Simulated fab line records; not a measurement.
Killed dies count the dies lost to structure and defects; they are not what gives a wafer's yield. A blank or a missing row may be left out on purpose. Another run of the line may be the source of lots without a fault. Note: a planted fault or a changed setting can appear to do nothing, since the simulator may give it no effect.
Which tool is to blame? || flow sky130 || 6 lots with 18 wafers sampled at 3 steps, on a route of 708 steps

== WHAT THE GAUGES READ, wafer by wafer ==
SKY_VIA2_THK_MEAS_01.
{"lot": "L540", "measured": "day 36 13:29", "on": "film metro-03", "VIA2_HDPCVD_THK (nm)": "1158 1179 1197"}
{"lot": "L542", "measured": "day 37 06:50", "on": "film metro-03", "VIA2_HDPCVD_THK (nm)": "1167 1188 1178"}
{"lot": "L543", "measured": "day 37 21:12", "on": "film metro-04", "VIA2_HDPCVD_THK (nm)": "1185 1209 1192"}
{"lot": "L547", "measured": "day 38 20:43", "on": "film metro-03", "VIA2_HDPCVD_THK (nm)": "1189 1167 1192"}
{"lot": "L549", "measured": "day 39 13:12", "on": "film metro-01", "VIA2_HDPCVD_THK (nm)": "1182 1159 1171"}
{"lot": "L551", "measured": "day 40 05:30", "on": "film metro-04", "VIA2_HDPCVD_THK (nm)": "590 564 587 590 564 587"}

== WHAT TOOL EACH LOT RAN ON (gives the tool, then ch and the chambers of the sampled wafers, and finally the start) ==
{"lot": "L540", "SKY_METAL2_SPUTTER_01": "pvd sputter-03, day 35 09:41", "SKY_VIA2_HDPCVD_00": "hdpcvd-01 ch 0,1,2, day 36 13:20"}
{"lot": "L542", "SKY_METAL2_SPUTTER_01": "pvd sputter-02, day 36 03:42", "SKY_VIA2_HDPCVD_00": "hdpcvd-01 ch 0,2, day 37 06:43"}
{"lot": "L543", "SKY_METAL2_SPUTTER_01": "pvd sputter-02, day 36 18:11", "SKY_VIA2_HDPCVD_00": "hdpcvd-02 ch 0,1,2, day 37 21:06"}
{"lot": "L547", "SKY_METAL2_SPUTTER_01": "pvd sputter-02, day 37 18:55", "SKY_VIA2_HDPCVD_00": "hdpcvd-02 ch 0,1,2, day 38 20:35"}
{"lot": "L549", "SKY_METAL2_SPUTTER_01": "pvd sputter-01, day 38 11:16", "SKY_VIA2_HDPCVD_00": "hdpcvd-02 ch 0,2, day 39 13:04"}
{"lot": "L551", "SKY_METAL2_SPUTTER_01": "pvd sputter-02, day 39 03:28", "SKY_VIA2_HDPCVD_00": "hdpcvd-02 ch 0,2, day 40 05:22"}
- SKY_METAL2_SPUTTER_01: material TiN, target thk 20 nm, time 16.7 s.
- SKY_VIA2_HDPCVD_00: deposits SiO2, target thk 1180 nm, time 196.7 s.

== THE ANSWER, worked out from the rows above alone ==
Rule: what is usual is taken from the lots themselves. Put in order of their means at a reading, lots are off if they are a third of the lots or fewer, leave a main group of 4 or more, and stand apart from it by a gap of 3 or more times the standard deviation of the main group's means; of several such gaps the widest counts. If all means in a main group match to the digits the tables above print for the reading, that group is not used. A lot without any number at a reading at which 4 lots or more have one is off too. Any other lot the step has rows for is counted as sound.
Off: L551, seen at SKY_VIA2_THK_MEAS_01 (VIA2_HDPCVD_THK). For the main group the mean is 1181 nm and the standard deviation 8.2.
If a tool, at a process step before that reading, ran all the lots that are off and no sound lot after the first of them, it fits. Gauges at SKY_VIA2_THK_MEAS_01: tried the same way as those tools. Can't be told from this: 3 tools fit, pvd sputter-02 at SKY_METAL2_SPUTTER_01, hdpcvd-02 at SKY_VIA2_HDPCVD_00, film metro-04 at SKY_VIA2_THK_MEAS_01.

== WHAT HAD BEEN PUT IN BY THE SIMULATOR ==
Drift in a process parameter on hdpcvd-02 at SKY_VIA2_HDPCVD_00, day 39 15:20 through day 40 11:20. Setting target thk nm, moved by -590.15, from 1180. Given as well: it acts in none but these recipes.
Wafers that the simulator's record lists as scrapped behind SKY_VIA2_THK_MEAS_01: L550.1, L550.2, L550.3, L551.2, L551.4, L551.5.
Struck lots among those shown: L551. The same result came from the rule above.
